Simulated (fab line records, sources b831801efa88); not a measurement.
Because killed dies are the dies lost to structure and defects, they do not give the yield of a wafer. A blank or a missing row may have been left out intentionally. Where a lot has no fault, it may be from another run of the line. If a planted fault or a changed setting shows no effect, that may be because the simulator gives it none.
What tool caused it? :: flow sky130 :: Sampling: 12 lots, 36 wafers, 6 of 708 route steps

WHAT THE GAUGES SHOWED, per wafer
SKY_GATE_OXIDE_OVL_MEAS_10.
lot: L675
measured: day 13 15:52
on: overlay-02
GATE_OXIDE_OVL (nm): -0.6 -1.2 2.0

lot: L676
measured: day 13 21:10
on: overlay-02
GATE_OXIDE_OVL (nm): -1.7 -1.3 -1.9

lot: L677
measured: day 14 03:55
on: overlay-01
GATE_OXIDE_OVL (nm): -1.5 -2.2 -3.6

lot: L678
measured: day 14 11:49
on: overlay-02
GATE_OXIDE_OVL (nm): -0.9 -0.9 -2.6

lot: L683
measured: day 17 07:07
on: overlay-01
GATE_OXIDE_OVL (nm): -1.7 -2.9 -4.5

lot: L684
measured: day 17 12:52
on: overlay-02
GATE_OXIDE_OVL (nm): -1.3 -2.6 -3.6

lot: L685
measured: day 17 13:10
on: overlay-02
GATE_OXIDE_OVL (nm): 2.5 1.4 -0.1

lot: L686
measured: day 17 14:28
on: overlay-01
GATE_OXIDE_OVL (nm): -2.8 1.0 -0.6

lot: L688
measured: day 18 10:13
on: overlay-01
GATE_OXIDE_OVL (nm): - - -

lot: L691
measured: day 19 08:21
on: overlay-01
GATE_OXIDE_OVL (nm): -2.1 -1.1 -2.9

lot: L694
measured: day 20 15:49
on: overlay-01
GATE_OXIDE_OVL (nm): -3.8 -2.6 -2.5

lot: L698
measured: day 22 00:46
on: overlay-02
GATE_OXIDE_OVL (nm): -0.5 -0.4 -0.8

SKY_GATE_OXIDE_TW_MEAS_14.
lot: L675
measured: day 13 16:16
on: film metro-01
GATE_OXIDE_TW: 223.0 223.0 224.3

lot: L676
measured: day 13 21:33
on: film metro-01
GATE_OXIDE_TW: 222.8 223.1 223.8

lot: L677
measured: day 14 04:19
on: film metro-02
GATE_OXIDE_TW: 225.3 225.1 224.9

lot: L678
measured: day 14 12:13
on: film metro-04
GATE_OXIDE_TW: 222.4 221.6 221.0

lot: L683
measured: day 17 07:30
on: film metro-02
GATE_OXIDE_TW: 228.1 227.9 226.7

lot: L684
measured: day 17 13:15
on: film metro-02
GATE_OXIDE_TW: 225.6 225.6 226.9

lot: L685
measured: day 17 13:34
on: film metro-01
GATE_OXIDE_TW: 222.3 222.7 223.2

lot: L686
measured: day 17 14:51
on: film metro-01
GATE_OXIDE_TW: 223.5 224.0 222.2

lot: L688
measured: day 18 10:37
on: film metro-01
GATE_OXIDE_TW: 29.9 29.6 29.8 29.8 29.6 29.7

lot: L691
measured: day 19 08:44
on: film metro-02
GATE_OXIDE_TW: 223.7 223.6 224.7

lot: L694
measured: day 20 16:12
on: film metro-04
GATE_OXIDE_TW: 222.6 223.4 221.4

lot: L698
measured: day 22 01:09
on: film metro-02
GATE_OXIDE_TW: 223.1 226.3 225.3

SKY_LI_CONTACT_OVL_MEAS_13.
lot: L675
measured: day 28 18:47
on: overlay-01
LI_CONTACT_OVL (nm): 2 -1 -1

lot: L676
measured: day 29 00:29
on: overlay-02
LI_CONTACT_OVL (nm): -5 -3 0

lot: L677
measured: day 29 11:59
on: overlay-01
LI_CONTACT_OVL (nm): -1 4 4

lot: L678
measured: day 29 19:32
on: overlay-02
LI_CONTACT_OVL (nm): 0 -2 8

lot: L683
measured: day 32 11:50
on: overlay-02
LI_CONTACT_OVL (nm): 0 5 4

lot: L684
measured: day 33 04:02
on: overlay-02
LI_CONTACT_OVL (nm): -13 -9 -16

lot: L685
measured: day 33 02:26
on: overlay-02
LI_CONTACT_OVL (nm): -9 -7 -8

lot: L686
measured: day 32 19:40
on: overlay-02
LI_CONTACT_OVL (nm): 5 0 0

lot: L691
measured: day 34 11:04
on: overlay-02
LI_CONTACT_OVL (nm): -9 -12 -19

lot: L694
measured: day 35 11:22
on: overlay-02
LI_CONTACT_OVL (nm): -7 -4 -7

lot: L698
measured: day 36 15:05
on: overlay-02
LI_CONTACT_OVL (nm): 5 2 12

SKY_LI_CONTACT_THK_MEAS_23: measures by xrf.
lot: L675
measured: day 28 19:38
on: film metro-01
LI_CONTACT_W_THK (nm): 409 404 407

lot: L676
measured: day 29 01:20
on: film metro-03
LI_CONTACT_W_THK (nm): 407 406 399

lot: L677
measured: day 29 12:50
on: film metro-03
LI_CONTACT_W_THK (nm): 410 411 412

lot: L678
measured: day 29 20:24
on: film metro-02
LI_CONTACT_W_THK (nm): 391 388 386

lot: L683
measured: day 32 12:41
on: film metro-02
LI_CONTACT_W_THK (nm): 400 398 402

lot: L684
measured: day 33 04:53
on: film metro-03
LI_CONTACT_W_THK (nm): 393 400 401

lot: L685
measured: day 33 03:17
on: film metro-02
LI_CONTACT_W_THK (nm): 397 395 390

lot: L686
measured: day 32 20:32
on: film metro-02
LI_CONTACT_W_THK (nm): 390 390 397

lot: L691
measured: day 34 11:55
on: film metro-02
LI_CONTACT_W_THK (nm): 392 389 392

lot: L694
measured: day 35 12:13
on: film metro-03
LI_CONTACT_W_THK (nm): 404 405 400

lot: L698
measured: day 36 16:04
on: film metro-03
LI_CONTACT_W_THK (nm): 390 399 394

SKY_CONTACT_BOW_MEAS_05.
lot: L675
measured: day 30 02:02
on: film metro-04
CONTACT_BOW (um): 82 91 89

lot: L676
measured: day 30 07:41
on: film metro-04
CONTACT_BOW (um): 84 90 88

lot: L677
measured: day 30 18:43
on: film metro-03
CONTACT_BOW (um): 70 74 99

lot: L678
measured: day 31 02:08
on: film metro-04
CONTACT_BOW (um): 73 77 85

lot: L683
measured: day 33 18:23
on: film metro-03
CONTACT_BOW (um): 72 86 90

lot: L684
measured: day 34 09:59
on: film metro-01
CONTACT_BOW (um): 90 76 81

lot: L685
measured: day 34 08:23
on: film metro-04
CONTACT_BOW (um): 87 87 93

lot: L686
measured: day 34 01:36
on: film metro-01
CONTACT_BOW (um): 74 72 68

lot: L691
measured: day 35 16:14
on: film metro-04
CONTACT_BOW (um): 70 87 73

lot: L694
measured: day 36 17:00
on: film metro-04
CONTACT_BOW (um): 74 73 77

lot: L698
measured: day 37 19:51
on: film metro-03
CONTACT_BOW (um): 79 89 75

TOOL THAT RAN EACH LOT (tool first, then ch and the chambers of the sampled wafers, then the start)
lot: L675
SKY_GATE_OXIDE_EXPOSE_07: iline stepper-02 ch 0, day 13 03:15

lot: L676
SKY_GATE_OXIDE_EXPOSE_07: iline stepper-02 ch 0, day 13 08:22

lot: L677
SKY_GATE_OXIDE_EXPOSE_07: iline stepper-01 ch 0, day 13 15:43

lot: L678
SKY_GATE_OXIDE_EXPOSE_07: iline stepper-01 ch 0, day 13 23:23

lot: L683
SKY_GATE_OXIDE_EXPOSE_07: iline stepper-02 ch 0, day 16 16:25

lot: L684
SKY_GATE_OXIDE_EXPOSE_07: iline stepper-02 ch 0, day 16 21:55

lot: L685
SKY_GATE_OXIDE_EXPOSE_07: iline stepper-01 ch 0, day 16 22:13

lot: L686
SKY_GATE_OXIDE_EXPOSE_07: iline stepper-02 ch 0, day 17 00:11

lot: L688
SKY_GATE_OXIDE_EXPOSE_07: iline stepper-02 ch 0, day 17 19:34

lot: L691
SKY_GATE_OXIDE_EXPOSE_07: iline stepper-01 ch 0, day 18 18:04

lot: L694
SKY_GATE_OXIDE_EXPOSE_07: iline stepper-02 ch 0, day 20 01:20

lot: L698
SKY_GATE_OXIDE_EXPOSE_07: iline stepper-01 ch 0, day 21 10:07
- SKY_GATE_OXIDE_EXPOSE_07: exposes mask LVOM, target cd 600 nm.

AS READ BY THE TOOLS THEMSELVES (means over the sampled wafers that have a number; for cases with no such wafer, the mark the record gives instead)
SKY_GATE_OXIDE_EXPOSE_07.
lot: L675
tool: iline stepper-02
exposure dose mJ cm2: 170.06

lot: L676
tool: iline stepper-02
exposure dose mJ cm2: 170.18

lot: L677
tool: iline stepper-01
exposure dose mJ cm2: 169.90

lot: L678
tool: iline stepper-01
exposure dose mJ cm2: 170.04

lot: L683
tool: iline stepper-02
exposure dose mJ cm2: 169.90

lot: L684
tool: iline stepper-02
exposure dose mJ cm2: 170.20

lot: L685
tool: iline stepper-01
exposure dose mJ cm2: 169.76

lot: L686
tool: iline stepper-02
exposure dose mJ cm2: 169.86

lot: L688
tool: iline stepper-02
exposure dose mJ cm2: 170.13

lot: L691
tool: iline stepper-01
exposure dose mJ cm2: 170.15

lot: L694
tool: iline stepper-02
exposure dose mJ cm2: 169.91

lot: L698
tool: iline stepper-01
exposure dose mJ cm2: 169.99

THE ANSWER, worked out from the rows above alone
Rule: usual is defined by the lots themselves. Put in order of their means at a reading, lots are off if they are a third of the lots or fewer, leave a main group of 4 or more, and stand apart from it by a gap of 3 or more times the standard deviation of the main group's means; of several such gaps the widest counts. Not used: any main group whose means are identical at the precision the tables above print for the reading. Also off: a lot with no number at a reading for which 4 or more lots have one. Any other lot the step has rows for is counted as sound. Order of review: gauges by route order, followed by the tools' own readings, for which a lot's mean as printed above is used. At the first step where some lot is off, the reading lying furthest off is the one used; lots without a number count as furthest.
Off: L688, at SKY_GATE_OXIDE_OVL_MEAS_10 (GATE_OXIDE_OVL). Without a number there: L688. Mean -1.5 nm and standard deviation 1.3 in the main group.
A tool fits if, at a process step before that reading, it ran every lot that is off, and no sound lot after the first of them. The gauges at SKY_GATE_OXIDE_OVL_MEAS_10 aren't tried: what is off there is off at SKY_GATE_OXIDE_TW_MEAS_14 too, on other tools, and a gauge's error can't cause that. None of those tried fits.

WHAT HAD BEEN PUT IN BY THE SIMULATOR
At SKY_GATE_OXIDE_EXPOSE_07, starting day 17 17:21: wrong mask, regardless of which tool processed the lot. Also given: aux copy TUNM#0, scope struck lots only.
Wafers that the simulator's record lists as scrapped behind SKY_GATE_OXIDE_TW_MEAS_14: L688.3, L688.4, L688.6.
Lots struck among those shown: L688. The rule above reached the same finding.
